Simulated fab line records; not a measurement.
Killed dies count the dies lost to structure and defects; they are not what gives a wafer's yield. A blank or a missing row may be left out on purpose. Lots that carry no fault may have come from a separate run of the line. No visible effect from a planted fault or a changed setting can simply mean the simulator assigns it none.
Struck lot and sound lot, side by side || flow sky130 || 16 out of 708 route steps
Sound: wafers L847.1, L847.3, L847.5. Struck: wafer L858.3. (L858.1, L858.4 of the same lot were not struck and are left out.) The cause comes at the end.
Per side, at each step with rows, come the tool, then ch with its chambers, and then its first start. Under that, the readings that differ: sound wafers || struck wafers || difference of the means || sigmas: that difference in standard deviations of wafers without a fault.
alike: same words and numbers on both sides, and readings whose means sit less than 2 such deviations apart. not compared: any withheld reading, any reading some wafer has no value for, any bound like >300 that may hide the same value, and any number with overlapping values for which the record gives no deviation.
The two part at a step that has a row with sigmas, a row that says differs or no value, or rows on one side only. Numbers that don't overlap but have no deviation are shown without sigmas and don't part them. A reading missing from all wafers of one side parts the sides only when that side holds two or more wafers.

SKY_CAP2M_THK_MEAS_01:
  sound: film metro-01 at day 39 23:35; struck: film metro-03 at day 43 01:57
{"reading": "CAP2M_CVD_00_THK (nm)", "sound": "15.22 15.24 15.44", "struck": 15.83, "difference": "+0.53", "sigmas": "+2"}
SKY_CAP2M_SPUTTER_02: material TiN, target thk 200 nm, time 166.7 s.
  sound: pvd sputter-04 at day 39 23:39; struck: pvd sputter-02 at day 43 02:01
  alike: throttle valve pct
SKY_CAP2M_RS_MEAS_03: uses a four-point probe to measure.
  sound: film metro-03 at day 39 23:46; struck: film metro-02 at day 43 02:07
  alike: CAP2M_TIN_RS
SKY_CAP2M_THK_MEAS_04: measures by xrf.
  sound: film metro-03 at day 39 23:53; struck: film metro-02 at day 43 02:14
  alike: CAP2M_TIN_THK
then, 7 steps without rows for these wafers: SKY_CAP2M_DEHYDRATE_05 (time 60 s); SKY_CAP2M_HMDS_06 (prime time 60 s); SKY_CAP2M_COAT_07 (resist thk 1140 nm); SKY_CAP2M_SOFTBAKE_08 (time 60 s); SKY_CAP2M_EXPOSE_09 (exposes mask CAP2M, target cd 1000 nm); SKY_CAP2M_PEB_10; SKY_CAP2M_DEVELOP_11 (develop time 60 s).
SKY_CAP2M_OVL_MEAS_12:
  sound: overlay-01 at day 41 00:22; struck: overlay-02 at day 44 01:01
  alike: CAP2M_OVL
SKY_CAP2M_METAL_ETCH_13: etches TiN in Cl2/BCl3, stops on SiO2, target depth 220 nm, time 62.9 s.
  sound on rie metal-03 ch 0,1, day 41 00:23; struck on rie metal-01 ch 1, day 44 01:03
{"reading": "bias w (W)", "sound": "48.65 48.66 48.64", "struck": 48.33, "difference": -0.32, "sigmas": -2}
{"reading": "oes product au (a.u.)", "sound": "0.945 0.940 0.936", "struck": 0.770, "difference": -0.170, "sigmas": -23}
{"reading": "throttle valve pct (%)", "sound": "21.894 21.887 21.895", "struck": 22.018, "difference": "+0.126", "sigmas": "+14"}
{"reading": "model.CAP2M.feature depth nm (nm)", "sound": "200 198.9 199", "struck": 138.3, "difference": -61.0, "sigmas": ""}
{"reading": "model.etch.depth nm (nm)", "sound": "200 198.9 199", "struck": 138.3, "difference": -61.0, "sigmas": ""}
{"reading": "model.NOVOLAK_of_CAP2M_COAT_07.thk nm (nm)", "sound": "989.6 988.8 991.4", "struck": 1047, "difference": "+57", "sigmas": ""}
  alike: drypump motor current A
  not compared: rf hours counter h
SKY_CAP2M_STRIP_14: strips in O2/N2.
  sound on plasma asher-04 ch 0,1, day 41 00:28; struck on plasma asher-04 ch 0, day 44 01:08
{"reading": "strip time to endpoint s (s)", "sound": "12.61 12.59 12.64", "struck": 13.21, "difference": "+0.60", "sigmas": "+14"}
  alike: drypump motor current A, oes product au
  not compared: rf hours counter h
then, 1 step without rows for these wafers: SKY_CAP2M_STRIP_15 (strips in post etch residue remover, time 1200 s).
-- the record jumps here: 5 days lie between the struck wafers' starts before and after (it left off in module CAP2M and takes up again in module PAD_OPEN, whose first step shown is number 708 of the route) --
SKY_PAD_OPEN_PROBE_99:
  sound: prober-01 at day 46 01:38; struck: prober-02 at day 48 13:59
{"reading": "hold", "sound": "- - -", "struck": "await dispo/4.4h/release", "difference": "no value on the sound wafers", "sigmas": ""}
{"reading": "defect limited yield (%)", "sound": "79.1 83.7 82.3", "struck": 0, "difference": -82, "sigmas": -41}
{"reading": "killed at other", "sound": "1 0 1", "struck": 397, "difference": "+396", "sigmas": "+99 or more"}
{"reading": "killed dies", "sound": "103 80 87", "struck": 492, "difference": "+402", "sigmas": "+41"}
{"reading": "killed on rim", "sound": "24 21 20", "struck": 96, "difference": "+74", "sigmas": "+23"}
{"reading": "sort_bin_3_pad_short (%)", "sound": "0.6 0.6 1.4", "struck": 80.7, "difference": "+79.8", "sigmas": "+99 or more"}
{"reading": "sort_bin_6_memory (%)", "sound": "7.3 5.5 4.1", "struck": 8.3, "difference": "+2.7", "sigmas": "+2"}
{"reading": "sort n pass", "sound": "389 412 405", "struck": 0, "difference": -402, "sigmas": -41}
{"reading": "sort yield pct (%)", "sound": "79.1 83.7 82.3", "struck": 0, "difference": -82, "sigmas": -41}
  alike: killed_at_M0_to_M3, killed_at_M4_up, killed at contacts, killed at front end, killed open, killed short, sort_bin_5_function

WHERE THEY PART
First at SKY_CAP2M_THK_MEAS_01; last, within this record, at SKY_PAD_OPEN_PROBE_99.

WHY: what had been put in by the simulator
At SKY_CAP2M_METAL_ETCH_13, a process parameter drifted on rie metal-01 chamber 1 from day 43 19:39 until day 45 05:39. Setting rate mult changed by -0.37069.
